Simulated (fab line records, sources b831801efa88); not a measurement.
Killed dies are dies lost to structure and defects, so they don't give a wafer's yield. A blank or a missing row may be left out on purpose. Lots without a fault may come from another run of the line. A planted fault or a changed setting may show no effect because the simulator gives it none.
fab line records | flow sky130 | part 2 of 2: steps 35 to 41 of 41
record lots=5 wafers=15 last_day=50
route steps=708 shown LDD_HVP@282 LDD_LDN@289 SPACER@304 POLY_CUT@307 SD_P@320
lots that met no fault: from a run of the same line without faults
start_h: hours from the record's first day to the start of the lot's first wafer shown | wait_h: hours since the lot's step before | " the same as in the row above | L1.1+2: a row that stands for several wafers | - no value, or no start given | * or withheld: withheld | < > ~ a bound
route shown NAME@n: a module of which the file shows steps, and the number in the route of the first | usual: mean/standard deviation of fault-free wafers | same: alike in all rows | chamber/n: place in a boat | sites: the reading at each site | _std_site: their standard deviation | _edge_site: outer sites' mean less inner sites' | radius_mm: how far each site lies from the wafer's centre | mask NAME#n: copy n | behind: the tool/chamber that last shaped the wafer | hold: why the lot was held/for how many hours/how that ended | device: the transistor (n, p or np) that didn't switch | end of line: the same wafers' tests at the end of the route | a step without rows: its recipe alone | killed: dies lost to structure and defects at the first sort, not the wafer's yield | map: a wafer's dies, x killed, . not, _ none there
set.NAME: the setting as run; set.NAME@STEP: as run at that earlier step | model.NAME: the simulator's own value behind a step, which no gauge read
lots at some steps of the route; a table a step, a row a wafer
services: from which hour (start_h, from the record's first day; less than 0 if before it) a tool's chamber was out of use, for how many hours, and why
## steps
# step SKY_POLY_CUT_OVL_MEAS_09
# usual POLY_CUT_OVL=-1/5.3
# columns lot.wafer tool chamber start_h wait_h POLY_CUT_OVL[nm]
L080.1 overlay-02 - 610.12 0.1 -5
L080.3 " - " " -1
L080.4 " - " " -5
L081.1 overlay-02 - 618.97 0.1 -8
L081.3 " - " " -6
L081.5 " - " " -9
L084.1 overlay-02 - 649.08 0.1 4
L084.3 " - " " 1
L084.6 " - " " 0
L089.1 overlay-01 - 677.78 0.1 2
L089.3 " - " " -2
L089.6 " - " " -9
L095.1 overlay-02 - 740.17 0.1 -4
L095.3 " - " " 1
L095.4 " - " " 1
# step SKY_POLY_CUT_ETCH_10
# recipe chemistry=N2/H2 target=BARC ion_energy_ev=200 source_w=500 bias_w=100 pressure_mtorr=30 n2_flow_sccm=100 h2_flow_sccm=200 stop_on=SiO2 time_s=45.9 target_depth_a=600
# usual bias_w=100.0/0.31 chamber_pressure_mTorr=30.004/0.027 drypump_motor_current_A=5.5/0.43 oes_product_au=0.854/0.0054 rf_fwd_power_W=494.6/2 throttle_valve_pct=13.226/0.0096
# columns lot.wafer tool chamber start_h wait_h bias_w chamber_pressure_mTorr drypump_motor_current_A oes_product_au rf_fwd_power_W rf_hours_counter_h throttle_valve_pct
L080.1 rie_diel-01 3 610.16 0.0 99.9 30.021 6.1 0.858 495.2 19 13.233
L080.3 " 2 " " 100.1 29.981 5.5 0.843 492.0 3 13.229
L080.4 " 1 " " 99.2 29.997 5.0 0.851 491.6 40 13.236
L081.1 rie_diel-03 2 619.01 0.0 99.8 30.035 5.1 0.854 495.1 2 13.227
L081.3 " 0 " " 100.4 29.990 6.6 0.871 493.8 17 13.223
L081.5 " 2 " " 99.8 30.027 5.1 0.856 494.3 - 13.226
L084.1 rie_diel-01 0 649.12 0.0 100.0 29.993 5.6 0.846 495.4 64 13.248
L084.3 " 1 " " 100.4 29.977 5.0 0.852 491.0 40 13.207
L084.6 " 0 " " 100.4 30.003 5.6 0.852 496.1 - 13.228
L089.1 rie_diel-01 2 677.82 0.0 100.1 29.997 5.5 0.857 494.7 4 13.228
L089.3 " 0 " " 99.3 29.985 5.5 0.849 495.8 0 13.223
L089.6 " 1 " " 100.0 30.051 5.0 0.854 491.1 - 13.230
L095.1 rie_diel-03 1 740.21 0.0 100.3 30.003 5.5 0.850 493.7 6 13.228
L095.3 " 3 " " 99.4 30.024 5.5 0.850 492.3 12 13.234
L095.4 " 2 " " 100.2 29.985 5.1 0.855 494.0 5 13.233
# step SKY_POLY_CUT_ETCH_11
# recipe target=Si3N4 chemistry=CF4/CH2F2/Ar stop_on=poly-Si source_w=600 bias_w=150 pressure_mtorr=40 cf4_flow_sccm=40 ch2f2_flow_sccm=20 Ar_flow_sccm=150 time_s=42.5 target_depth_a=600
# usual bias_w=150.0/0.44 cf4_flow_sccm=40.01/0.13 chamber_pressure_mTorr=40.00/0.04 drypump_motor_current_A=5.5/0.44 oes_product_au=0.831/0.0069 rf_fwd_power_W=593.3/2.7 throttle_valve_pct=14.996/0.0085
# columns lot.wafer tool chamber start_h wait_h bias_w cf4_flow_sccm chamber_pressure_mTorr drypump_motor_current_A oes_product_au rf_fwd_power_W rf_hours_counter_h throttle_valve_pct
L080.1 rie_diel-01 3 610.20 0.0 150.0 40.12 40.04 6.2 0.835 592.0 19 14.984
L080.3 " 2 " " 149.7 39.87 40.04 5.5 0.835 591.3 3 15.001
L080.4 " 1 " " 149.9 39.99 39.95 5.0 0.834 590.1 40 14.996
L081.1 rie_diel-03 2 619.05 0.0 149.9 40.04 39.96 5.1 0.827 590.6 2 15.006
L081.3 " 0 " " 150.4 40.03 40.00 6.6 0.828 589.0 17 14.986
L081.5 " 2 " " 150.5 40.13 40.00 5.1 0.820 593.6 - 14.988
L084.1 rie_diel-01 0 649.16 0.0 150.5 40.26 39.96 5.5 0.838 594.0 64 14.992
L084.3 " 1 " " 149.9 39.99 40.00 5.0 0.833 590.8 40 14.988
L084.6 " 0 " " 150.7 40.14 39.98 5.5 0.830 594.2 - 14.993
L089.1 rie_diel-01 2 677.86 0.0 149.5 39.87 40.05 5.4 0.828 590.4 4 14.998
L089.3 " 0 " " 150.5 39.90 40.00 5.5 0.831 595.1 0 14.983
L089.6 " 1 " " 149.9 39.93 40.08 5.0 0.826 592.2 - 14.998
L095.1 rie_diel-03 1 740.25 0.0 149.4 40.11 39.97 5.6 0.835 594.6 6 14.992
L095.3 " 3 " " 150.5 39.98 40.00 5.5 0.834 594.6 13 14.988
L095.4 " 2 " " 150.9 39.94 40.02 5.1 0.832 591.4 5 14.992
# step SKY_POLY_CUT_STRIP_12
# recipe chemistry=O2/N2 power_w=1400 pressure_mtorr=1500 platen_temp_c=withheld o2_flow_sccm=3000 n2_flow_sccm=300 overash_fraction=0.5
# usual chamber_pressure_mTorr=1499.9/1.3 drypump_motor_current_A=5.6/0.58 oes_product_au=0.453/0.0044 strip_time_to_endpoint_s=5.365/0.016
# same overash_fraction=0.5
# columns lot.wafer tool chamber start_h wait_h chamber_pressure_mTorr drypump_motor_current_A oes_product_au rf_hours_counter_h strip_time_to_endpoint_s
L080.1 plasma_asher-04 1 610.24 0.0 1501.0 5.4 0.448 78 5.363
L080.3 " 0 " " 1501.3 6.6 0.454 - 5.364
L080.4 " 1 " " 1501.6 5.4 0.452 - 5.367
L081.1 plasma_asher-03 0 619.09 0.0 1498.4 6.1 0.453 47 5.374
L081.3 " 0 " " 1499.4 6.1 0.452 - 5.360
L081.5 " 0 " " 1502.6 6.1 0.448 - 5.353
L084.1 plasma_asher-01 1 649.20 0.0 1499.1 4.9 0.450 21 5.349
L084.3 " 1 " " 1502.7 4.9 0.450 - 5.356
L084.6 " 0 " " 1498.3 5.7 0.453 - 5.382
L089.1 plasma_asher-01 0 677.90 0.0 1500.5 5.7 0.451 24 5.357
L089.3 " 0 " " 1499.3 5.7 0.454 - 5.365
L089.6 " 0 " " 1501.2 5.7 0.452 - 5.382
L095.1 plasma_asher-04 0 740.29 0.0 1499.4 6.6 0.451 91 5.367
L095.3 " 0 " " 1499.8 6.6 0.448 - 5.344
L095.4 " 1 " " 1501.7 5.4 0.452 - 5.360
# step SKY_SD_P_DEHYDRATE_00
# recipe temp_c=200 time_s=60
# columns lot.wafer tool chamber start_h wait_h
L080.1+3+4 litho_track-04 0 624.16 13.9
L081.1+3+5 litho_track-04 0 632.56 13.4
L084.1+3+6 litho_track-01 0 662.52 13.3
L089.1+3+6 litho_track-04 0 690.51 12.6
L095.1+3+4 litho_track-04 0 753.21 12.9
# step SKY_SD_P_HMDS_01
# recipe prime_time_s=60 prime_temp_c=120
# usual prime_temp_c=120.02/0.15
# columns lot.wafer tool chamber start_h wait_h prime_temp_c
L080.1 litho_track-04 0 624.31 0.1 120.24
L080.3 " 0 " " 120.07
L080.4 " 0 " " 120.06
L081.1 litho_track-04 0 632.71 0.1 120.05
L081.3 " 0 " " 120.16
L081.5 " 0 " " 120.11
L084.1 litho_track-01 0 662.67 0.1 120.06
L084.3 " 0 " " 119.90
L084.6 " 0 " " 120.07
L089.1 litho_track-04 0 690.66 0.1 120.10
L089.3 " 0 " " 120.04
L089.6 " 0 " " 120.07
L095.1 litho_track-04 0 753.36 0.1 120.24
L095.3 " 0 " " 120.19
L095.4 " 0 " " 120.26
# step SKY_SD_P_COAT_02
# recipe resist=NOVOLAK spin_rpm=3000 resist_thk_nm=1140
# columns lot.wafer tool chamber start_h wait_h
L080.1+3+4 litho_track-04 0 624.46 0.1
L081.1+3+5 litho_track-04 0 632.86 0.1
L084.1+3+6 litho_track-01 0 662.82 0.1
L089.1+3+6 litho_track-04 0 690.81 0.1
L095.1+3+4 litho_track-04 0 753.51 0.1
## services
# columns tool chamber start_h hours kind
plasma_asher-02 - 514.95 0.7 repair
krf_scanner-01 - 515.73 0.6 repair
krf_scanner-01 - 516.98 1.6 repair
rie_diel-03 - 530.21 0.3 repair
krf_scanner-01 - 535.77 0.8 pm
iline_stepper-01 - 545.57 20.2 repair
iline_stepper-02 - 546.18 1.1 repair
krf_scanner-01 - 556.25 1.3 pm
iline_stepper-01 - 562.46 0.8 repair
krf_scanner-01 - 572.40 5.2 repair
iline_stepper-01 - 577.68 13.0 repair
lpcvd-02 - 583.07 1.1 repair
krf_scanner-01 - 590.65 1.0 pm
lpcvd-02 - 606.10 6.0 pm
implanter-02 - 612.22 4.0 pm
iline_stepper-01 - 638.27 3.9 repair
rie_diel-03 0 647.38 2.0 repair
implanter-01 - 659.91 2.6 repair
implanter-01 - 668.03 5.3 pm
rie_diel-01 1 681.66 2.6 repair
implanter-02 - 685.03 2.9 repair
iline_stepper-01 - 689.08 1.7 pm
lpcvd-02 - 735.84 1.1 repair
rie_diel-03 - 752.99 15.6 pm
